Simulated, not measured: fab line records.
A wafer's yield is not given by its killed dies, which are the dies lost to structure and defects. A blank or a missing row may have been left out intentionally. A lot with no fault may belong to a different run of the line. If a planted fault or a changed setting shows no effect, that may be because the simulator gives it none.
fab line records	flow sky130
record: lots: 13	wafers: 39	lastDay: 51
route steps=708 shown FIELD_ISO@28 POLY_GATE@218 VIA1@482 PAD_OPEN@708
lots untouched by any fault: they come from a run of this same line in which no faults occurred
startH: hours from the record's first day to the start of the lot's first wafer shown	waitH: how many hours have passed since the lot's step before this one	" identical to the entry in the row above	L1.1+2: a single row standing in for several wafers	- no value present, or no start provided	* or withheld: withheld	< > ~ a bound
route shown NAME@n: names a module that has steps shown in the file, with the first one's number in the route	usual: the fault-free wafers' mean and standard deviation	same: alike in all rows	chamber/n: place in a boat	sites: per-site readings	_std_site: standard deviation of those values	_edge_site: mean of outer sites minus mean of inner sites	radiusMm: how far each site lies from the wafer's centre	mask NAME#n: copy n	behind: the tool/chamber that last shaped the wafer	hold: reason for holding the lot/hours on hold/outcome of the hold	device: names the non-switching transistor (n, p or np)	end of line: at the end of the route, the tests of the same wafers	a step without rows: its recipe alone	killed: dies lost to structure and defects at the first sort, not the wafer's yield	map: dies across one wafer; x = killed, . = not, _ = none there
set.NAME: the setting that was run; set.NAME@STEP: the one run at that earlier step	model.NAME: the simulator's own value behind a step, which no gauge read
the route's steps for a sample of lots (tables are steps, rows are wafers)
services: from which hour (startH, from the record's first day; less than 0 if before it) a tool's chamber was out of use, for how many hours, and why
== steps ==
step: SKY_FIELD_ISO_CMP_27
recipe: stopOn: Si3N4	tOverpolishS: 16	downForcePsi: 4	platenRpm: 60	targetThkNm: 457.8	padVelocityMS: 0.94248
usual: motorCurrentA: 11.9/1.3	overpolishRunS: 16.000/0.0091	timeToEndpointS: 113/4
same: tOverpolishS: 16
lot.wafer	tool	chamber	startH	waitH	motorCurrentA	overpolishRunS	timeToEndpointS
L604.2	cmp-01	1	35.94	0.1	11.0	16.005	112
L604.6	"	2	"	"	13.1	16.006	110
L604.5	"	3	"	"	11.0	15.999	117
L607.3	cmp-01	2	51.80	0.1	14.2	16.002	111
L607.6	"	0	"	"	10.8	15.979	116
L607.5	"	1	"	"	11.1	16.000	109
L608.4	cmp-01	3	55.20	0.0	11.6	16.010	116
L608.1	"	1	"	"	11.6	16.012	107
L608.5	"	0	"	"	10.6	15.998	112
L609.2	cmp-02	0	60.66	0.0	10.2	16.004	122
L609.1	"	1	"	"	13.9	16.007	117
L609.3	"	2	"	"	12.9	16.007	120
L610.3	cmp-01	1	65.13	0.1	10.7	16.007	105
L610.4	"	2	"	"	13.0	16.000	104
L610.1	"	3	"	"	11.4	15.992	111
L611.1	cmp-01	1	74.14	0.0	11.2	15.977	114
L611.2	"	3	"	"	11.1	15.996	115
L611.3	"	0	"	"	10.7	16.010	111
L612.1	cmp-01	2	76.36	0.3	13.2	15.983	113
L612.2	"	3	"	"	11.1	15.986	111
L612.3	"	0	"	"	10.4	15.998	109
L613.1	cmp-02	1	82.16	0.1	13.7	16.011	112
L613.6	"	3	"	"	13.2	16.013	113
L613.5	"	0	"	"	10.2	16.006	110
L615.4	cmp-01	0	94.53	0.1	11.5	15.992	114
L615.6	"	3	"	"	11.6	16.010	116
L615.5	"	0	"	"	10.7	15.996	116
L618.4	cmp-01	2	108.83	0.1	13.7	15.990	112
L618.1	"	0	"	"	10.8	15.997	116
L618.5	"	1	"	"	11.0	15.988	115
L619.1	cmp-02	0	114.98	0.1	10.1	16.000	114
L619.2	"	1	"	"	13.9	16.000	116
L619.4	"	2	"	"	13.3	16.002	113
L620.1	cmp-01	1	117.73	0.1	11.2	15.989	111
L620.2	"	2	"	"	13.1	15.994	112
L620.3	"	3	"	"	11.5	15.988	114
L627.1	cmp-02	1	158.13	0.1	13.2	15.996	114
L627.3	"	2	"	"	13.2	16.000	118
L627.5	"	1	"	"	13.5	15.995	114
step: SKY_POLY_GATE_THK_MEAS_04
recipe: reads: Si3N4_of_POLY_GATE_CVD_03
usual: POLY_GATE_CVD_03_THK: 74.8/0.68
lot.wafer	tool	chamber	startH	waitH	POLY_GATE_CVD_03_THK[nm]
L604.2	filmMetro-02	-	359.94	0.0	75.1
L604.5	"	-	"	"	75.3
L604.6	"	-	"	"	76.1
L607.3	filmMetro-01	-	380.31	0.0	75.1
L607.5	"	-	"	"	74.3
L607.6	"	-	"	"	74.9
L608.1	filmMetro-02	-	387.06	0.0	75.5
L608.4	"	-	"	"	74.5
L608.5	"	-	"	"	76.2
L609.1	filmMetro-02	-	395.12	0.1	75.3
L609.2	"	-	"	"	74.5
L609.3	"	-	"	"	75.2
L610.1	filmMetro-01	-	400.42	0.0	75.3
L610.3	"	-	"	"	75.2
L610.4	"	-	"	"	75.6
L611.1	filmMetro-02	-	416.73	0.0	75.2
L611.2	"	-	"	"	75.1
L611.3	"	-	"	"	76.0
L612.1	filmMetro-02	-	418.09	0.0	74.7
L612.2	"	-	"	"	75.4
L612.3	"	-	"	"	75.1
L613.1	filmMetro-02	-	426.86	0.0	74.6
L613.5	"	-	"	"	75.4
L613.6	"	-	"	"	75.3
L615.4	filmMetro-02	-	450.35	0.0	73.5
L615.5	"	-	"	"	74.1
L615.6	"	-	"	"	74.9
L618.1	filmMetro-01	-	477.93	0.0	73.6
L618.4	"	-	"	"	73.6
L618.5	"	-	"	"	73.8
L619.1	filmMetro-03	-	482.86	0.0	75.1
L619.2	"	-	"	"	75.4
L619.4	"	-	"	"	74.7
L620.1	filmMetro-01	-	495.17	0.0	74.7
L620.2	"	-	"	"	74.3
L620.3	"	-	"	"	74.0
L627.1	filmMetro-03	-	547.41	0.0	73.6
L627.3	"	-	"	"	73.4
L627.5	"	-	"	"	73.0
step: SKY_POLY_GATE_CD_MEAS_22
usual: cdNm: 149.5/1.8
lot.wafer	tool	chamber	startH	waitH	cdNm
L604.2	cdSem-02	-	390.17	0.1	148.7
L604.5	"	-	"	"	148.4
L604.6	"	-	"	"	148.9
L607.3	cdSem-02	-	412.66	0.1	151.7
L607.5	"	-	"	"	151.7
L607.6	"	-	"	"	151.2
L608.1	cdSem-02	-	421.56	0.1	148.8
L608.4	"	-	"	"	149.6
L608.5	"	-	"	"	148.3
L609.1	cdSem-02	-	429.60	0.1	147.3
L609.2	"	-	"	"	148.8
L609.3	"	-	"	"	148.1
L610.1	cdSem-02	-	434.76	0.1	149.5
L610.3	"	-	"	"	151.9
L610.4	"	-	"	"	151.8
L611.1	cdSem-01	-	449.90	0.1	148.5
L611.2	"	-	"	"	149.6
L611.3	"	-	"	"	148.9
L612.1	cdSem-02	-	450.62	0.1	149.6
L612.2	"	-	"	"	147.0
L612.3	"	-	"	"	146.0
L613.1	cdSem-02	-	459.49	0.1	148.6
L613.5	"	-	"	"	149.6
L613.6	"	-	"	"	150.8
L615.4	cdSem-02	-	483.21	0.1	149.2
L615.5	"	-	"	"	153.7
L615.6	"	-	"	"	150.9
L618.1	cdSem-01	-	510.76	0.1	145.7
L618.4	"	-	"	"	148.1
L618.5	"	-	"	"	148.5
L619.1	cdSem-02	-	516.42	0.1	149.6
L619.2	"	-	"	"	149.4
L619.4	"	-	"	"	149.1
L620.1	cdSem-01	-	527.76	0.1	149.4
L620.2	"	-	"	"	151.2
L620.3	"	-	"	"	148.1
L627.1	cdSem-01	-	580.41	0.1	149.6
L627.3	"	-	"	"	148.9
L627.5	"	-	"	"	148.3
step: SKY_VIA1_CMP_24
recipe: stopOn: SiO2	tOverpolishS: 15	downForcePsi: 3.5	platenRpm: 60	targetThkNm: 0	padVelocityMS: 0.94248
usual: motorCurrentA: 11.2/1.2	overpolishRunS: 15.000/0.0091	timeToEndpointS: 65.4/2.5
same: tOverpolishS: 15
lot.wafer	tool	chamber	startH	waitH	motorCurrentA	overpolishRunS	timeToEndpointS
L604.2	cmp-01	3	820.18	0.2	10.8	15.000	65.8
L604.5	"	0	"	"	9.5	15.004	61.6
L604.6	"	1	"	"	10.2	15.008	61.7
L607.3	cmp-02	3	838.98	0.0	11.9	14.988	67.6
L607.5	"	3	"	"	11.9	14.997	66.2
L607.6	"	0	"	"	9.6	14.988	65.5
L608.1	cmp-02	3	847.28	0.1	11.8	14.996	65.7
L608.4	"	0	"	"	9.9	14.997	68.8
L608.5	"	3	"	"	11.7	15.008	64.0
L609.1	cmp-01	1	850.94	0.1	10.5	15.010	63.0
L609.2	"	3	"	"	10.7	14.987	67.6
L609.3	"	0	"	"	9.9	15.011	63.5
L610.4	cmp-01	2	855.76	0.0	12.4	15.009	60.4
L610.1	"	3	"	"	10.4	15.004	64.0
L610.3	"	1	"	"	9.8	15.011	60.3
L611.1	cmp-02	3	869.39	0.1	12.1	15.002	71.0
L611.2	"	1	"	"	12.5	15.019	68.0
L611.3	"	2	"	"	12.0	14.999	73.2
L612.2	cmp-01	1	869.48	0.0	10.2	15.009	62.9
L612.3	"	2	"	"	12.6	15.001	60.8
L612.1	"	0	"	"	9.4	15.000	62.0
L613.1	cmp-02	0	877.93	0.2	9.5	15.008	69.1
L613.5	"	1	"	"	12.8	14.987	69.3
L613.6	"	2	"	"	12.7	14.995	69.3
L615.4	cmp-02	3	900.19	0.1	12.6	14.987	64.0
L615.6	"	1	"	"	12.1	14.993	66.8
L615.5	"	2	"	"	12.2	15.003	67.3
L618.4	cmp-01	0	921.81	0.0	10.0	15.013	66.8
L618.1	"	1	"	"	10.1	15.013	67.8
L618.5	"	0	"	"	9.7	14.999	68.2
L619.2	cmp-01	1	927.09	0.0	10.3	15.005	65.0
L619.4	"	2	"	"	12.2	15.018	67.1
L619.1	"	0	"	"	9.6	14.998	66.2
L620.1	cmp-02	0	934.31	0.1	9.5	14.985	64.7
L620.3	"	1	"	"	12.6	15.003	65.7
L620.2	"	2	"	"	11.2	15.003	67.7
L627.3	cmp-01	2	979.20	0.1	11.7	15.009	64.8
L627.1	"	0	"	"	9.5	15.007	63.1
L627.5	"	1	"	"	10.3	15.007	61.2
step: SKY_PAD_OPEN_PROBE_99
usual: killed_at_M0_to_M3: 43/6.9	killed_at_M4_up: 3.2/1.6	killedAtContacts: 25/5.1	killedAtFrontEnd: 16/4.5	killedAtOther: 0.3/0.68	killedDies: 87/8.9	killedOnRim: 16/3.6	killedOpen: 48/6.9	killedShort: 39/6.3
same: grossDies: 492	killedAtBackSide: 0
lot.wafer	tool	chamber	startH	waitH	killed_at_M0_to_M3	killed_at_M4_up	killedAtContacts	killedAtFrontEnd	killedAtOther	killedDies	killedOnRim	killedOpen	killedShort
L618.1	prober-02	-	1179.69	0.1	41	3	33	20	0	97	18	59	38
L618.4	prober-02	-	1179.84	0.2	37	4	31	14	0	86	15	47	39
L618.5	prober-02	-	1179.89	0.2	40	3	16	131	0	190	38	35	38
L620.1	prober-02	-	1190.78	0.1	39	1	17	141	0	198	40	36	35
L620.2	prober-02	-	1190.83	0.1	33	3	22	18	0	76	19	39	37
L620.3	prober-02	-	1190.88	0.2	42	4	24	8	0	78	17	43	35
killed by level:class
L618.1 CONTACT:geometricParticle:open=15 VIA3:geometricParticle:open=8 VIA1:geometricParticle:open=8 LI_CONTACT:geometricParticle:open=7 VIA2:geometricParticle:open=6 FIELD_ISO:geometricParticle:open=5 POLY_GATE:geometricParticle:open=4 METAL1:geometricParticle:short=4
L618.4 CONTACT:geometricParticle:open=13 LI_CONTACT:geometricParticle:open=7 CONTACT:geometricParticle:short=6 VIA3:geometricParticle:open=6 VIA1:geometricParticle:open=6 METAL2:geometricParticle:short=5 POLY_GATE:geometricParticle:short=4 FIELD_ISO:geometricParticle:open=3
L618.5 FIELD_ISO:unspecified=117 VIA3:geometricParticle:open=7 VIA1:geometricParticle:short=6 VIA1:geometricParticle:open=6 CONTACT:geometricParticle:short=5 METAL1:geometricParticle:short=5 LI_CONTACT:geometricParticle:open=4 VIA3:geometricParticle:short=4
L620.1 FIELD_ISO:unspecified=127 VIA3:geometricParticle:open=8 VIA2:geometricParticle:open=7 CONTACT:geometricParticle:open=6 METAL2:geometricParticle:short=5 VIA2:geometricParticle:short=5 LI_CONTACT:geometricParticle:short=4 VIA1:geometricParticle:open=4
L620.2 VIA3:geometricParticle:open=9 FIELD_ISO:geometricParticle:open=6 LI_CONTACT:geometricParticle:open=5 LOCAL_INTERCONNECT:geometricParticle:short=5 VIA1:geometricParticle:open=5 VIA2:geometricParticle:open=5 FIELD_ISO:geometricParticle:short=4 CONTACT:geometricParticle:short=4
L620.3 CONTACT:geometricParticle:open=10 VIA2:geometricParticle:open=8 VIA1:geometricParticle:open=7 VIA3:geometricParticle:open=7 FIELD_ISO:geometricParticle:short=5 LI_CONTACT:geometricParticle:open=5 METAL1:geometricParticle:open=4 CONTACT:geometricParticle:short=4
== services ==
tool	chamber	startH	hours	kind
cmp-02	-	23.64	2.9	repair
cmp-02	-	37.01	8.6	pm
cmp-01	-	41.51	1.0	repair
cmp-01	-	57.48	1.0	repair
cmp-02	-	64.00	4.0	pm
cmp-01	-	118.07	3.6	repair
cmp-01	-	187.67	0.3	repair
cmp-01	-	232.00	4.0	pm
cmp-01	-	280.05	3.8	pm
cmp-01	-	303.16	0.3	repair
cmp-01	-	352.36	9.4	pm
cmp-01	-	380.58	2.1	repair
cmp-01	-	409.45	2.2	repair
cmp-01	-	454.49	18.5	pm
cmp-01	-	505.25	6.6	repair
cmp-01	-	518.11	2.0	repair
cmp-01	-	524.77	0.9	repair
cmp-01	-	572.00	4.0	pm
cmp-01	-	590.02	0.4	repair
cmp-01	-	721.36	4.9	pm
cmp-01	-	813.45	2.8	repair
cmp-01	-	912.02	4.0	pm
cmp-01	-	936.09	4.3	pm
cmp-01	-	972.57	1.3	repair
== key ==
firstSign: step: SKY_PAD_OPEN_PROBE_99	reading: killedAtFrontEnd	direction: up	sigmas: 27	usual: 16	struck: 136
effect: step: SKY_PAD_OPEN_PROBE_99	reading: killedDies	direction: up	sigmas: 12	usual: 87	struck: 194
metAt SKY_FIELD_ISO_CMP_27
struckLots L618,L620
struckWafers L618.5,L620.1
testerLeftOut L618,L620
notActingAt SKY_POLY_GATE_THK_MEAS_04,SKY_POLY_GATE_CD_MEAS_22,SKY_VIA1_CMP_24
onsetBetween 74.14 108.83
fault: kind: chamberParticleSource	tool: cmp-01	chamber: 1	onsetH: 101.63	steps: SKY_FIELD_ISO_CMP_27	ratePerVisitCm2: 0.62004	endH: 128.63
testerLeftOut: of these lots the tester's yield and bins aren't shown, on N5 and GAA mostly nor the transistor test; their killed dies are dies lost to structure and defects alone, not to doping, threshold or leakage, so they don't give the yield
